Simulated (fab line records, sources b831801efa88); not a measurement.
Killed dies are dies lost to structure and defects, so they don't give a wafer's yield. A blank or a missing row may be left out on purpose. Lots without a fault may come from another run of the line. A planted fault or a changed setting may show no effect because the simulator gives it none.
Which tool did it? | flow sky130 | 24 lots, 72 wafers sampled, at 6 steps of a route of 708

WHAT THE GAUGES READ, wafer by wafer
The record holds no reading of a measuring or inspecting step that can be judged against a usual standard deviation.

WHICH TOOL RAN EACH LOT (tool, then ch and the chambers of the sampled wafers, then the start)
lot  | SKY_FIELD_ISO_ETCH_17           | SKY_VT_ADJUST_HVTR_STRIP_10          | SKY_LI_CONTACT_ETCH_14             | SKY_LI_CONTACT_SPUTTER_19    | SKY_METAL1_SPUTTER_04        | SKY_VIA1_STRIP_16
L074 | rie_si-01 ch 0,1,2, day 2 04:10 | plasma_asher-02 ch 0,1, day 9 13:33  | rie_diel-01 ch 0,1,2, day 29 05:14 | pvd_sputter-03, day 29 05:40 | pvd_sputter-01, day 31 16:16 | plasma_asher-01 ch 0,1, day 34 00:08
L075 | rie_si-02 ch 1,2,3, day 2 10:01 | plasma_asher-03 ch 0,1, day 9 18:09  | rie_diel-02 ch 2,3, day 29 06:24   | pvd_sputter-04, day 29 06:51 | pvd_sputter-01, day 31 18:13 | plasma_asher-01 ch 0,1, day 34 01:05
L076 | rie_si-02 ch 1,2,3, day 2 15:31 | plasma_asher-03 ch 0, day 10 01:34   | rie_diel-03 ch 1,3, day 29 18:50   | pvd_sputter-02, day 29 19:17 | pvd_sputter-04, day 32 05:30 | plasma_asher-03 ch 0, day 34 12:20
L077 | rie_si-02 ch 1,2,3, day 2 20:52 | plasma_asher-03 ch 0,1, day 10 19:25 | rie_diel-03 ch 0,3, day 30 16:01   | pvd_sputter-02, day 30 16:27 | pvd_sputter-01, day 33 02:22 | plasma_asher-04 ch 0, day 35 09:02
L078 | rie_si-02 ch 2,3, day 3 02:10   | plasma_asher-03 ch 0,1, day 11 06:41 | rie_diel-01 ch 0,3, day 31 08:01   | pvd_sputter-02, day 31 08:27 | pvd_sputter-01, day 33 18:59 | plasma_asher-04 ch 0,1, day 36 01:35
L079 | rie_si-02 ch 2,3, day 3 07:16   | plasma_asher-04 ch 0,1, day 11 11:20 | rie_diel-02 ch 0,1,2, day 31 10:46 | pvd_sputter-02, day 31 11:11 | pvd_sputter-04, day 33 22:04 | plasma_asher-01 ch 0,1, day 36 04:47
L080 | rie_si-02 ch 1,2,3, day 3 11:46 | plasma_asher-03 ch 0,1, day 11 13:52 | rie_diel-01 ch 2,3, day 31 14:07   | pvd_sputter-03, day 31 14:32 | pvd_sputter-01, day 34 01:13 | plasma_asher-03 ch 0,1, day 36 07:33
L081 | rie_si-01 ch 0,1,3, day 3 17:10 | plasma_asher-04 ch 1, day 11 21:26   | rie_diel-03 ch 1,2,3, day 32 01:08 | pvd_sputter-02, day 32 01:34 | pvd_sputter-01, day 34 11:32 | plasma_asher-03 ch 0,1, day 36 17:51
L082 | rie_si-02 ch 1,2,3, day 4 02:55 | plasma_asher-03 ch 0,1, day 12 04:19 | rie_diel-02 ch 0,2,3, day 32 12:51 | pvd_sputter-03, day 32 13:17 | pvd_sputter-04, day 34 22:43 | plasma_asher-01 ch 0,1, day 37 03:41
L083 | rie_si-02 ch 1,2,3, day 4 07:28 | plasma_asher-03 ch 1, day 12 16:10   | rie_diel-02 ch 0,1, day 32 18:52   | pvd_sputter-03, day 32 19:18 | pvd_sputter-04, day 35 04:50 | plasma_asher-01 ch 0,1, day 37 11:30
L084 | rie_si-01 ch 0,3, day 4 11:19   | plasma_asher-02 ch 0,1, day 12 18:07 | rie_diel-03 ch 0,1,2, day 32 21:33 | pvd_sputter-03, day 32 21:59 | pvd_sputter-04, day 35 07:23 | plasma_asher-03 ch 1, day 37 12:50
L085 | rie_si-02 ch 0,2,3, day 4 13:52 | plasma_asher-02 ch 0,1, day 12 20:20 | rie_diel-02 ch 0,1,3, day 33 18:17 | pvd_sputter-04, day 33 18:42 | pvd_sputter-04, day 36 03:25 | plasma_asher-04 ch 0,1, day 38 08:46
L086 | rie_si-01 ch 0,1,2, day 4 19:43 | plasma_asher-03 ch 0,1, day 13 09:41 | rie_diel-01 ch 2,3, day 33 20:00   | pvd_sputter-02, day 33 20:26 | pvd_sputter-02, day 36 04:18 | plasma_asher-01 ch 0,1, day 38 09:49
L087 | rie_si-01 ch 0,3, day 5 00:01   | plasma_asher-03 ch 1, day 13 14:17   | rie_diel-01 ch 2,3, day 33 18:45   | pvd_sputter-02, day 33 19:11 | pvd_sputter-01, day 36 03:59 | plasma_asher-04 ch 0,1, day 38 09:26
L088 | rie_si-02 ch 0,2,3, day 5 07:10 | plasma_asher-03 ch 0,1, day 14 01:18 | rie_diel-02 ch 0,1,3, day 34 03:33 | pvd_sputter-03, day 34 03:59 | pvd_sputter-01, day 36 12:19 | plasma_asher-03 ch 0,1, day 38 17:33
L089 | rie_si-02 ch 2,3, day 5 11:13   | plasma_asher-03 ch 0, day 14 07:01   | rie_diel-03 ch 1,2, day 34 04:41   | pvd_sputter-04, day 34 05:08 | pvd_sputter-01, day 36 14:29 | plasma_asher-04 ch 0, day 38 19:35
L090 | rie_si-02 ch 0,2,3, day 5 15:31 | plasma_asher-03 ch 0,1, day 14 13:58 | rie_diel-03 ch 0,1,3, day 34 11:46 | pvd_sputter-04, day 34 12:12 | pvd_sputter-02, day 36 20:37 | plasma_asher-04 ch 0,1, day 39 00:56
L091 | rie_si-01 ch 0,1,3, day 5 21:46 | plasma_asher-04 ch 0,1, day 14 22:27 | rie_diel-01 ch 0,2, day 34 22:04   | pvd_sputter-03, day 34 22:40 | pvd_sputter-01, day 37 06:55 | plasma_asher-04 ch 0,1, day 39 11:20
L092 | rie_si-01 ch 0,1, day 6 03:58   | plasma_asher-04 ch 0,1, day 15 05:30 | rie_diel-01 ch 0,1,2, day 35 02:34 | pvd_sputter-02, day 35 02:59 | pvd_sputter-02, day 37 10:40 | plasma_asher-03 ch 0,1, day 39 15:50
L093 | rie_si-02 ch 0,1,2, day 6 07:58 | plasma_asher-04 ch 0, day 15 06:13   | rie_diel-02 ch 1,3, day 35 06:48   | pvd_sputter-02, day 35 07:31 | pvd_sputter-01, day 37 15:13 | plasma_asher-04 ch 0,1, day 39 18:54
L094 | rie_si-02 ch 1,2, day 6 15:13   | plasma_asher-03 ch 0,1, day 15 22:09 | rie_diel-01 ch 0,2,3, day 35 22:11 | pvd_sputter-03, day 35 22:38 | pvd_sputter-04, day 38 07:02 | plasma_asher-01 ch 0,1, day 40 10:36
L095 | rie_si-02 ch 1,3, day 6 18:37   | plasma_asher-02 ch 0,1, day 16 06:29 | rie_diel-02 ch 0,1,3, day 36 06:11 | pvd_sputter-04, day 36 06:37 | pvd_sputter-01, day 38 13:20 | plasma_asher-03 ch 1, day 40 15:35
L096 | rie_si-02 ch 2,3, day 7 00:37   | plasma_asher-04 ch 0,1, day 16 10:35 | rie_diel-02 ch 1,2,3, day 36 12:04 | pvd_sputter-03, day 36 12:29 | pvd_sputter-04, day 38 20:10 | plasma_asher-04 ch 0,1, day 40 23:02
L097 | rie_si-01 ch 1,2,3, day 7 05:52 | plasma_asher-04 ch 0,1, day 16 15:53 | rie_diel-03 ch 0,2,3, day 36 23:59 | pvd_sputter-03, day 37 00:23 | pvd_sputter-01, day 39 07:09 | plasma_asher-03 ch 0,1, day 41 09:19
- SKY_FIELD_ISO_ETCH_17: etches Si in HBr/Cl2/O2, target depth 342 nm, time 97.7 s.
- SKY_VT_ADJUST_HVTR_STRIP_10: strips in O2/N2.
- SKY_LI_CONTACT_ETCH_14: etches BARC in N2/H2, stops on SiO2, time 45.9 s, target depth 60 nm.
- SKY_LI_CONTACT_SPUTTER_19: material Ti, target thk 20 nm, time 106.37 s.
- SKY_METAL1_SPUTTER_04: material TiN, target thk 70 nm, time 58.3 s.
- SKY_VIA1_STRIP_16: strips in O2/N2.

WHAT THE TOOLS THEMSELVES READ (means of the sampled wafers that have a number; where no wafer has one, the mark that the record gives instead)
SKY_FIELD_ISO_ETCH_17.
lot  | tool      | drypump_motor_current_A (A) | oes_product_au (a.u.) | throttle_valve_pct (%)
L074 | rie_si-01 | 6.0                         | 0.998                 | 25.665
L075 | rie_si-02 | 5.4                         | 1.005                 | 25.655
L076 | rie_si-02 | 5.4                         | 1.010                 | 25.650
L077 | rie_si-02 | 5.4                         | 1.010                 | 25.652
L078 | rie_si-02 | 5.2                         | 1.007                 | 25.643
L079 | rie_si-02 | 5.3                         | 1.007                 | 25.666
L080 | rie_si-02 | 5.4                         | 1.002                 | 25.636
L081 | rie_si-01 | 5.7                         | 0.984                 | 25.670
L082 | rie_si-02 | 5.4                         | 1.010                 | 25.654
L083 | rie_si-02 | 5.4                         | 1.003                 | 25.649
L084 | rie_si-01 | 5.6                         | 0.984                 | 25.657
L085 | rie_si-02 | 5.3                         | 1.009                 | 25.647
L086 | rie_si-01 | 6.0                         | 0.993                 | 25.663
L087 | rie_si-01 | 5.3                         | 0.998                 | 25.659
L088 | rie_si-02 | 5.3                         | 0.998                 | 25.657
L089 | rie_si-02 | 5.3                         | 1.002                 | 25.652
L090 | rie_si-02 | 5.3                         | 1.003                 | 25.658
L091 | rie_si-01 | 5.7                         | 0.995                 | 25.656
L092 | rie_si-01 | 6.1                         | 1.004                 | 25.652
L093 | rie_si-02 | 5.4                         | 1.006                 | 25.657
L094 | rie_si-02 | 5.4                         | 1.002                 | 25.652
L095 | rie_si-02 | 5.5                         | 1.016                 | 25.640
L096 | rie_si-02 | 5.3                         | 0.998                 | 25.654
L097 | rie_si-01 | 5.7                         | 1.002                 | 25.661

SKY_VT_ADJUST_HVTR_STRIP_10.
lot  | tool            | drypump_motor_current_A (A) | o2_flow_sccm (sccm) | oes_product_au (a.u.) | strip_time_to_endpoint_s (s)
L074 | plasma_asher-02 | 6.1                         | 2996                | 0.715                 | 14.14
L075 | plasma_asher-03 | 5.3                         | 3000                | 0.711                 | 14.16
L076 | plasma_asher-03 | 4.8                         | 3003                | 0.714                 | 14.17
L077 | plasma_asher-03 | 5.3                         | 2999                | 0.717                 | 14.14
L078 | plasma_asher-03 | 5.0                         | 3004                | 0.714                 | 14.19
L079 | plasma_asher-04 | 5.5                         | 3005                | 0.720                 | 14.23
L080 | plasma_asher-03 | 5.0                         | 2995                | 0.715                 | 14.19
L081 | plasma_asher-04 | 5.6                         | 2999                | 0.718                 | 14.17
L082 | plasma_asher-03 | 5.0                         | 3002                | 0.718                 | 14.13
L083 | plasma_asher-03 | 5.5                         | 2992                | 0.715                 | 14.19
L084 | plasma_asher-02 | 6.0                         | 2997                | 0.716                 | 14.21
L085 | plasma_asher-02 | 6.0                         | 2997                | 0.715                 | 14.15
L086 | plasma_asher-03 | 5.0                         | 2995                | 0.720                 | 14.19
L087 | plasma_asher-03 | 5.5                         | 2998                | 0.710                 | 14.11
L088 | plasma_asher-03 | 5.0                         | 3000                | 0.717                 | 14.17
L089 | plasma_asher-03 | 4.8                         | 3005                | 0.717                 | 14.25
L090 | plasma_asher-03 | 5.0                         | 3001                | 0.717                 | 14.20
L091 | plasma_asher-04 | 5.4                         | 2994                | 0.715                 | 14.17
L092 | plasma_asher-04 | 5.4                         | 2997                | 0.714                 | 14.15
L093 | plasma_asher-04 | 5.3                         | 3007                | 0.719                 | 14.21
L094 | plasma_asher-03 | 5.3                         | 3003                | 0.720                 | 14.18
L095 | plasma_asher-02 | 6.1                         | 3003                | 0.713                 | 14.22
L096 | plasma_asher-04 | 5.5                         | 2988                | 0.715                 | 14.18
L097 | plasma_asher-04 | 5.4                         | 2994                | 0.715                 | 14.16

SKY_LI_CONTACT_ETCH_14.
lot  | tool        | drypump_motor_current_A (A) | h2_flow_sccm (sccm) | oes_product_au (a.u.) | throttle_valve_pct (%)
L074 | rie_diel-01 | 5.8                         | 200.2               | 0.855                 | 13.219
L075 | rie_diel-02 | 5.2                         | 199.7               | 0.857                 | 13.222
L076 | rie_diel-03 | 6.2                         | 200.0               | 0.857                 | 13.225
L077 | rie_diel-03 | 6.4                         | 199.7               | 0.851                 | 13.229
L078 | rie_diel-01 | 5.6                         | 199.7               | 0.852                 | 13.223
L079 | rie_diel-02 | 5.9                         | 200.6               | 0.852                 | 13.221
L080 | rie_diel-01 | 5.7                         | 200.3               | 0.856                 | 13.232
L081 | rie_diel-03 | 6.0                         | 200.2               | 0.854                 | 13.229
L082 | rie_diel-02 | 5.8                         | 199.8               | 0.858                 | 13.221
L083 | rie_diel-02 | 5.8                         | 199.6               | 0.855                 | 13.210
L084 | rie_diel-03 | 6.2                         | 200.6               | 0.856                 | 13.224
L085 | rie_diel-02 | 5.7                         | 200.0               | 0.855                 | 13.226
L086 | rie_diel-01 | 5.9                         | 200.2               | 0.852                 | 13.222
L087 | rie_diel-01 | 5.7                         | 199.2               | 0.852                 | 13.229
L088 | rie_diel-02 | 5.7                         | 199.9               | 0.850                 | 13.221
L089 | rie_diel-03 | 6.2                         | 199.5               | 0.857                 | 13.225
L090 | rie_diel-03 | 6.3                         | 199.8               | 0.854                 | 13.230
L091 | rie_diel-01 | 5.8                         | 199.6               | 0.853                 | 13.226
L092 | rie_diel-01 | 5.8                         | 200.5               | 0.857                 | 13.222
L093 | rie_diel-02 | 5.2                         | 199.4               | 0.850                 | 13.230
L094 | rie_diel-01 | 5.7                         | 199.9               | 0.853                 | 13.221
L095 | rie_diel-02 | 5.7                         | 200.1               | 0.855                 | 13.230
L096 | rie_diel-02 | 5.4                         | 199.7               | 0.856                 | 13.224
L097 | rie_diel-03 | 6.1                         | 200.0               | 0.860                 | 13.225

SKY_LI_CONTACT_SPUTTER_19.
lot  | tool           | throttle_valve_pct (%)
L074 | pvd_sputter-03 | 30.4
L075 | pvd_sputter-04 | 28.8
L076 | pvd_sputter-02 | 29.3
L077 | pvd_sputter-02 | 30.4
L078 | pvd_sputter-02 | 29.0
L079 | pvd_sputter-02 | 29.4
L080 | pvd_sputter-03 | 30.0
L081 | pvd_sputter-02 | 30.0
L082 | pvd_sputter-03 | 30.0
L083 | pvd_sputter-03 | 30.1
L084 | pvd_sputter-03 | 30.0
L085 | pvd_sputter-04 | 28.8
L086 | pvd_sputter-02 | 29.7
L087 | pvd_sputter-02 | 29.0
L088 | pvd_sputter-03 | 30.8
L089 | pvd_sputter-04 | 28.7
L090 | pvd_sputter-04 | 28.7
L091 | pvd_sputter-03 | 29.9
L092 | pvd_sputter-02 | 29.2
L093 | pvd_sputter-02 | 31.0
L094 | pvd_sputter-03 | 30.3
L095 | pvd_sputter-04 | 28.5
L096 | pvd_sputter-03 | 30.8
L097 | pvd_sputter-03 | 29.6

SKY_METAL1_SPUTTER_04.
lot  | tool           | throttle_valve_pct (%)
L074 | pvd_sputter-01 | 30.2
L075 | pvd_sputter-01 | 30.8
L076 | pvd_sputter-04 | 28.9
L077 | pvd_sputter-01 | 30.3
L078 | pvd_sputter-01 | 29.8
L079 | pvd_sputter-04 | 28.9
L080 | pvd_sputter-01 | 30.9
L081 | pvd_sputter-01 | 29.7
L082 | pvd_sputter-04 | 28.6
L083 | pvd_sputter-04 | 28.5
L084 | pvd_sputter-04 | 29.1
L085 | pvd_sputter-04 | 28.4
L086 | pvd_sputter-02 | 30.2
L087 | pvd_sputter-01 | 30.1
L088 | pvd_sputter-01 | 30.2
L089 | pvd_sputter-01 | 30.2
L090 | pvd_sputter-02 | 29.6
L091 | pvd_sputter-01 | 30.4
L092 | pvd_sputter-02 | 28.8
L093 | pvd_sputter-01 | 30.2
L094 | pvd_sputter-04 | 28.1
L095 | pvd_sputter-01 | 30.1
L096 | pvd_sputter-04 | 28.9
L097 | pvd_sputter-01 | 30.9

SKY_VIA1_STRIP_16.
lot  | tool            | drypump_motor_current_A (A) | o2_flow_sccm (sccm) | oes_product_au (a.u.) | strip_time_to_endpoint_s (s)
L074 | plasma_asher-01 | 5.43                        | 3006                | 0.415                 | 4.438
L075 | plasma_asher-01 | 5.42                        | 3000                | 0.414                 | 4.476
L076 | plasma_asher-03 | 4.80                        | 3010                | 0.411                 | 4.465
L077 | plasma_asher-04 | 5.30                        | 3004                | 0.418                 | 4.476
L078 | plasma_asher-04 | 5.52                        | 3002                | 0.417                 | 4.479
L079 | plasma_asher-01 | 5.33                        | 3007                | 0.415                 | 4.471
L080 | plasma_asher-03 | 5.02                        | 2994                | 0.413                 | 4.466
L081 | plasma_asher-03 | 5.28                        | 3015                | 0.418                 | 4.464
L082 | plasma_asher-01 | 5.30                        | 3004                | 0.414                 | 4.437
L083 | plasma_asher-01 | 5.42                        | 3009                | 0.417                 | 4.481
L084 | plasma_asher-03 | 5.52                        | 2998                | 0.413                 | 4.467
L085 | plasma_asher-04 | 5.53                        | 3000                | 0.421                 | 4.460
L086 | plasma_asher-01 | 5.41                        | 3001                | 0.416                 | 4.473
L087 | plasma_asher-04 | 5.52                        | 2994                | 0.411                 | 4.474
L088 | plasma_asher-03 | 5.03                        | 2999                | 0.422                 | 4.456
L089 | plasma_asher-04 | 5.30                        | 2997                | 0.417                 | 4.492
L090 | plasma_asher-04 | 5.52                        | 3000                | 0.414                 | 4.455
L091 | plasma_asher-04 | 5.42                        | 2999                | 0.416                 | 4.462
L092 | plasma_asher-03 | 5.28                        | 3008                | 0.418                 | 4.437
L093 | plasma_asher-04 | 5.52                        | 3004                | 0.416                 | 4.493
L094 | plasma_asher-01 | 5.32                        | 2995                | 0.415                 | 4.461
L095 | plasma_asher-03 | 5.50                        | 3004                | 0.415                 | 4.485
L096 | plasma_asher-04 | 5.42                        | 3002                | 0.417                 | 4.465
L097 | plasma_asher-03 | 5.02                        | 2991                | 0.420                 | 4.448

THE ANSWER, worked out from the rows above alone
Rule: what is usual is taken from the lots themselves. Put in order of their means at a reading, lots are off if they are a third of the lots or fewer, leave a main group of 4 or more, and stand apart from it by a gap of 3 or more times the standard deviation of the main group's means; of several such gaps the widest counts. A main group whose means are all the same, to the digits that the tables above print for the reading, isn't used. A lot without any number at a reading at which 4 lots or more have one is off too. The other lots that the step has rows for count as sound. The gauges are gone through in route order, then the tools' own readings, and for those a lot's mean is taken as printed above. The first step at which some lot is off is used, and at that step the reading that is off furthest; a lot without a number counts as furthest.
No lot is off at any reading shown: from this, nothing can be told.

WHAT THE SIMULATOR HAD PUT IN
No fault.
